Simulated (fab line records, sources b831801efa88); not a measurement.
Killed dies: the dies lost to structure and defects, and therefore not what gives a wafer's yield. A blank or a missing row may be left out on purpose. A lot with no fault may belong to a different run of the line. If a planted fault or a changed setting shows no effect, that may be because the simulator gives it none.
fab line records	flow gf180mcu
[record] lots = 14	wafers = 42	lastDay = 34
route steps=602 shown POLY_GATE@158 HV_LDD@224 PSD@261 SAB@274
lots untouched by any fault: they come from a run of this same line in which no faults occurred
startH: hours from the record's opening day to when the first of the lot's shown wafers began	waitH: hours elapsed since this lot's preceding step	" same as the row above	L1.1+2: several wafers, shown together as one row	- no value present, or no start provided	* or withheld: withheld	< > ~ a bound
route shown NAME@n: names a module that has steps shown in the file, with the first one's number in the route	usual: average and standard deviation across the fault-free wafers	same: alike in all rows	chamber/n: place in a boat	sites: per-site readings	_std_site: their standard deviation	_edge_site: the outer-site mean with the inner-site mean subtracted	radiusMm: for every site, how far away it sits from the centre of the wafer	mask NAME#n: copy n	behind: the tool/chamber that last shaped the wafer	hold: why the lot went on hold/how many hours it stayed there/how the hold came to an end	device: the n, p or np transistor that did not switch	end of line: tests of these same wafers at the route's end	for a step that has no rows: nothing shown but its recipe	killed: the dies lost at the first sort to structure and to defects; this is not the yield of the wafer	map: the dies of a wafer, with x for killed, . for not killed, _ for no die there
set.NAME: setting as actually run; set.NAME@STEP: the setting as run at that earlier step	model.NAME: the simulator's own value behind a step, which no gauge read
a sample of lots followed through the steps of the route, with each step as a table and each wafer as a row
services: a tool's chamber out of use, with start hour (startH, from the record's first day; less than 0 if before it), hours out, and reason
[[steps]]
[step GF_POLY_GATE_THK_MEAS_01]
[recipe] reads = poly-Si_of_POLY_GATE_CVD_00
[usual] POLY_GATE_CVD_00_THK = 199.9/2.2
lot.wafer	tool	chamber	startH	waitH	POLY_GATE_CVD_00_THK[nm]
L155.1	filmMetro-03	-	185.85	0.0	202.0
L155.3	"	-	"	"	199.2
L155.4	"	-	"	"	200.1
L157.2	filmMetro-04	-	198.79	0.0	203.1
L157.5	"	-	"	"	202.4
L157.6	"	-	"	"	203.3
L158.1	filmMetro-03	-	205.34	0.0	196.9
L158.4	"	-	"	"	199.1
L158.6	"	-	"	"	198.4
L159.4	filmMetro-04	-	210.42	0.0	201.4
L159.5	"	-	"	"	200.9
L159.6	"	-	"	"	200.4
L160.2	filmMetro-03	-	216.06	0.0	197.2
L160.3	"	-	"	"	198.1
L160.4	"	-	"	"	198.2
L161.3	filmMetro-02	-	225.25	0.1	201.4
L161.4	"	-	"	"	203.6
L161.6	"	-	"	"	202.9
L164.3	filmMetro-04	-	243.47	0.0	198.5
L164.4	"	-	"	"	199.0
L164.5	"	-	"	"	199.8
L165.1	filmMetro-03	-	252.69	0.0	202.8
L165.3	"	-	"	"	204.0
L165.4	"	-	"	"	202.4
L167.2	filmMetro-04	-	262.87	0.0	198.4
L167.3	"	-	"	"	198.7
L167.4	"	-	"	"	199.1
L169.2	filmMetro-03	-	278.71	0.0	201.0
L169.3	"	-	"	"	202.3
L169.5	"	-	"	"	200.6
L170.1	filmMetro-04	-	288.91	0.0	195.9
L170.2	"	-	"	"	195.1
L170.6	"	-	"	"	197.4
L172.1	filmMetro-03	-	295.89	0.0	195.8
L172.5	"	-	"	"	196.3
L172.6	"	-	"	"	197.0
L173.3	filmMetro-02	-	306.38	0.0	202.2
L173.4	"	-	"	"	199.7
L173.6	"	-	"	"	200.5
L176.3	filmMetro-03	-	331.86	0.0	199.2
L176.4	"	-	"	"	197.8
L176.6	"	-	"	"	198.8
[step GF_HV_LDD_IMPLANT_48]
[recipe] species = B	energyKev = 25	doseCm2 = 3e+13	tiltDeg = 7
[usual] doseIonsCm2 = 3.001e+13/3e+10	faradayCurrentUA = 169/3.4
lot.wafer	tool	chamber	startH	waitH	doseIonsCm2	faradayCurrentUA
L155.1	implanter-02	0	276.18	0.0	3.004e+13	169
L155.3	"	0	"	"	3.002e+13	166
L155.4	"	0	"	"	2.997e+13	166
L157.2	implanter-04	0	294.40	0.0	3.002e+13	171
L157.5	"	0	"	"	3e+13	163
L157.6	"	0	"	"	3e+13	168
L158.1	implanter-01	0	301.91	0.0	3.009e+13	173
L158.4	"	0	"	"	2.998e+13	174
L158.6	"	0	"	"	3.004e+13	169
L159.4	implanter-04	0	308.23	0.1	3.007e+13	168
L159.5	"	0	"	"	2.996e+13	164
L159.6	"	0	"	"	2.995e+13	175
L160.2	implanter-04	0	317.40	0.0	3.001e+13	166
L160.3	"	0	"	"	3e+13	165
L160.4	"	0	"	"	3.006e+13	168
L161.3	implanter-04	0	327.68	0.1	2.999e+13	165
L161.4	"	0	"	"	3.005e+13	172
L161.6	"	0	"	"	3.002e+13	171
L164.3	implanter-04	0	348.71	0.1	3.003e+13	168
L164.4	"	0	"	"	2.998e+13	169
L164.5	"	0	"	"	2.998e+13	173
L165.1	implanter-02	0	355.99	0.0	3.002e+13	168
L165.3	"	0	"	"	2.998e+13	168
L165.4	"	0	"	"	2.996e+13	167
L167.2	implanter-02	0	375.31	0.0	3.008e+13	172
L167.3	"	0	"	"	3.005e+13	170
L167.4	"	0	"	"	3.004e+13	170
L169.2	implanter-02	0	395.90	0.0	2.732e+13	152
L169.3	"	0	"	"	2.734e+13	157
L169.5	"	0	"	"	2.735e+13	159
L170.1	implanter-02	0	406.38	0.0	2.735e+13	147
L170.2	"	0	"	"	2.735e+13	161
L170.6	"	0	"	"	2.736e+13	156
L172.1	implanter-01	0	416.73	0.0	3.002e+13	166
L172.5	"	0	"	"	3.005e+13	163
L172.6	"	0	"	"	2.998e+13	169
L173.3	implanter-01	0	424.53	0.1	3e+13	166
L173.4	"	0	"	"	3.002e+13	167
L173.6	"	0	"	"	2.997e+13	169
L176.3	implanter-04	0	453.68	0.1	3.006e+13	167
L176.4	"	0	"	"	3e+13	169
L176.6	"	0	"	"	3.001e+13	162
[step GF_HV_LDD_TW_MEAS_50]
[usual] HV_LDD_4_TW = 564/4.4
lot.wafer	tool	chamber	startH	waitH	HV_LDD_4_TW
L155.1	filmMetro-01	-	276.43	0.1	571
L155.3	"	-	"	"	571
L155.4	"	-	"	"	571
L157.2	filmMetro-04	-	294.64	0.1	568
L157.5	"	-	"	"	566
L157.6	"	-	"	"	568
L158.1	filmMetro-02	-	302.16	0.1	563
L158.4	"	-	"	"	563
L158.6	"	-	"	"	562
L159.4	filmMetro-01	-	308.44	0.1	564
L159.5	"	-	"	"	566
L159.6	"	-	"	"	564
L160.2	filmMetro-04	-	317.64	0.1	567
L160.3	"	-	"	"	567
L160.4	"	-	"	"	569
L161.3	filmMetro-04	-	327.90	0.1	561
L161.4	"	-	"	"	569
L161.6	"	-	"	"	565
L164.3	filmMetro-02	-	348.93	0.1	559
L164.4	"	-	"	"	558
L164.5	"	-	"	"	560
L165.1	filmMetro-04	-	356.24	0.1	567
L165.3	"	-	"	"	565
L165.4	"	-	"	"	565
L167.2	filmMetro-02	-	375.55	0.1	553
L167.3	"	-	"	"	558
L167.4	"	-	"	"	558
L169.2	filmMetro-01	-	396.14	0.1	558
L169.3	"	-	"	"	556
L169.5	"	-	"	"	559
L170.1	filmMetro-04	-	406.63	0.1	546
L170.2	"	-	"	"	544
L170.6	"	-	"	"	545
L172.1	filmMetro-04	-	416.98	0.1	567
L172.5	"	-	"	"	566
L172.6	"	-	"	"	569
L173.3	filmMetro-02	-	424.75	0.1	559
L173.4	"	-	"	"	560
L173.6	"	-	"	"	560
L176.3	filmMetro-04	-	453.90	0.1	567
L176.4	"	-	"	"	564
L176.6	"	-	"	"	565
[step GF_PSD_RTA_13]
[recipe] tempC = 1025	timeS = 20	ambient = N2
[usual] chamberO2Ppm = 2.002/0.021	lampPowerPct = 33.7/1.1	wafer_temp_C_max = 1029.6/1.3
lot.wafer	tool	chamber	startH	waitH	chamberO2Ppm	lampPowerPct	wafer_temp_C_max
L155.1	rtpAnneal-01	0	324.94	0.0	2.027	32.7	1030.0
L155.3	"	0	"	"	2.032	32.8	1030.9
L155.4	"	0	"	"	2.024	32.7	1031.1
L157.2	rtpAnneal-01	0	342.10	0.0	2.047	32.8	1031.4
L157.5	"	0	"	"	2.036	32.8	1030.4
L157.6	"	0	"	"	2.007	32.8	1030.9
L158.1	rtpAnneal-01	0	347.47	0.0	2.010	32.8	1032.1
L158.4	"	0	"	"	1.978	32.8	1030.5
L158.6	"	0	"	"	1.992	32.8	1029.9
L159.4	rtpAnneal-01	0	354.77	0.0	2.015	32.8	1029.6
L159.5	"	0	"	"	2.008	32.8	1030.0
L159.6	"	0	"	"	1.985	32.8	1029.2
L160.2	rtpAnneal-01	0	367.24	0.0	2.020	32.8	1031.9
L160.3	"	0	"	"	2.018	32.7	1032.2
L160.4	"	0	"	"	1.985	32.8	1030.4
L161.3	rtpAnneal-02	0	378.25	0.0	1.997	34.9	1028.7
L161.4	"	0	"	"	1.980	34.9	1028.4
L161.6	"	0	"	"	2.019	34.9	1029.2
L164.3	rtpAnneal-01	0	399.40	0.0	2.014	32.8	1029.8
L164.4	"	0	"	"	2.002	32.8	1031.2
L164.5	"	0	"	"	2.028	32.8	1030.7
L165.1	rtpAnneal-02	0	405.82	0.0	2.018	34.9	1027.5
L165.3	"	0	"	"	1.970	34.9	1027.9
L165.4	"	0	"	"	2.020	34.9	1028.8
L167.2	rtpAnneal-01	0	426.99	0.0	2.012	32.8	1031.5
L167.3	"	0	"	"	2.019	32.8	1031.1
L167.4	"	0	"	"	2.005	32.7	1030.3
L169.2	rtpAnneal-01	0	449.84	0.0	2.005	32.7	1029.6
L169.3	"	0	"	"	2.009	32.8	1029.3
L169.5	"	0	"	"	1.965	32.9	1032.0
L170.1	rtpAnneal-01	0	459.20	0.0	2.026	32.8	1028.5
L170.2	"	0	"	"	2.037	32.7	1030.0
L170.6	"	0	"	"	2.026	32.7	1030.2
L172.1	rtpAnneal-02	0	471.24	0.0	1.990	34.9	1027.5
L172.5	"	0	"	"	2.031	35.0	1029.0
L172.6	"	0	"	"	1.988	34.9	1029.7
L173.3	rtpAnneal-02	0	477.57	0.0	1.991	34.9	1029.4
L173.4	"	0	"	"	2.005	34.8	1028.7
L173.6	"	0	"	"	1.977	34.9	1028.6
L176.3	rtpAnneal-02	0	505.25	0.0	1.998	34.9	1028.7
L176.4	"	0	"	"	2.022	34.9	1029.0
L176.6	"	0	"	"	1.995	34.9	1028.4
[step GF_SAB_OVL_MEAS_10]
[usual] SAB_OVL = -0.1/1.6
lot.wafer	tool	chamber	startH	waitH	SAB_OVL[nm]
L155.1	overlay-01	-	347.48	0.1	-0.8
L155.3	"	-	"	"	0.2
L155.4	"	-	"	"	-0.4
L157.2	overlay-02	-	364.55	0.1	0.4
L157.5	"	-	"	"	0.3
L157.6	"	-	"	"	-0.2
L158.1	overlay-01	-	370.64	0.1	-1.6
L158.4	"	-	"	"	-1.0
L158.6	"	-	"	"	1.0
L159.4	overlay-01	-	377.10	0.1	-2.8
L159.5	"	-	"	"	-4.1
L159.6	"	-	"	"	-1.8
L160.2	overlay-01	-	391.43	0.1	1.3
L160.3	"	-	"	"	0.6
L160.4	"	-	"	"	0.5
L161.3	overlay-02	-	401.48	0.1	-2.5
L161.4	"	-	"	"	-2.2
L161.6	"	-	"	"	-0.6
L164.3	overlay-02	-	423.18	0.1	-0.9
L164.4	"	-	"	"	0.2
L164.5	"	-	"	"	1.2
L165.1	overlay-01	-	430.94	0.1	-0.5
L165.3	"	-	"	"	1.4
L165.4	"	-	"	"	1.7
L167.2	overlay-01	-	451.99	0.1	0.7
L167.3	"	-	"	"	-0.4
L167.4	"	-	"	"	-0.2
L169.2	overlay-02	-	474.53	0.1	1.7
L169.3	"	-	"	"	1.6
L169.5	"	-	"	"	1.0
L170.1	overlay-02	-	483.58	0.1	0.5
L170.2	"	-	"	"	-0.6
L170.6	"	-	"	"	0.6
L172.1	overlay-01	-	495.84	0.1	-1.6
L172.5	"	-	"	"	-2.3
L172.6	"	-	"	"	-1.7
L173.3	overlay-01	-	502.13	0.1	-0.6
L173.4	"	-	"	"	0.1
L173.6	"	-	"	"	1.1
L176.3	overlay-02	-	528.69	0.1	3.2
L176.4	"	-	"	"	2.7
L176.6	"	-	"	"	4.3
[[services]]
tool	chamber	startH	hours	kind
rtpAnneal-02	-	257.71	3.9	pm
implanter-01	-	316.94	2.4	repair
implanter-04	-	374.45	2.9	pm
implanter-04	-	377.39	3.1	pm
rtpAnneal-01	-	381.13	3.7	pm
implanter-01	-	381.55	2.4	repair
implanter-04	-	447.54	2.7	repair
implanter-02	-	447.89	2.9	repair
implanter-02	-	450.82	1.1	repair
implanter-02	-	454.11	3.0	repair
implanter-01	-	483.54	1.8	repair
implanter-02	-	499.48	7.9	repair
[[key]]
[firstSign] step = GF_HV_LDD_IMPLANT_48	reading = doseIonsCm2	direction = down	sigmas = 87	usual = 3.001e+13	struck = 2.735e+13
[effect] step = GF_HV_LDD_IMPLANT_48	reading = faradayCurrentUA	direction = down	sigmas = 3.9	usual = 169	struck = 155
[effect] step = GF_HV_LDD_TW_MEAS_50	reading = HV_LDD_4_TW	direction = down	sigmas = 3	usual = 564	struck = 551
metAt GF_HV_LDD_IMPLANT_48
struckLots L169,L170
testerLeftOut L169,L170
notActingAt GF_POLY_GATE_THK_MEAS_01,GF_PSD_RTA_13,GF_SAB_OVL_MEAS_10
onsetBetween 375.31 395.90
[fault] kind = processParameterDrift	tool = implanter-02	chamber = -	onsetH = 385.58	steps = GF_HV_LDD_IMPLANT_48	channel = doseCm2	offset = -2.6516e+12	shape = step	endH = 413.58	actsIn = theseRecipesOnly	stated = 3e+13
// testerLeftOut: of these lots the tester's yield and bins aren't shown, on N5 and GAA mostly nor the transistor test; their killed dies are dies lost to structure and defects alone, not to doping, threshold or leakage, so they don't give the yield
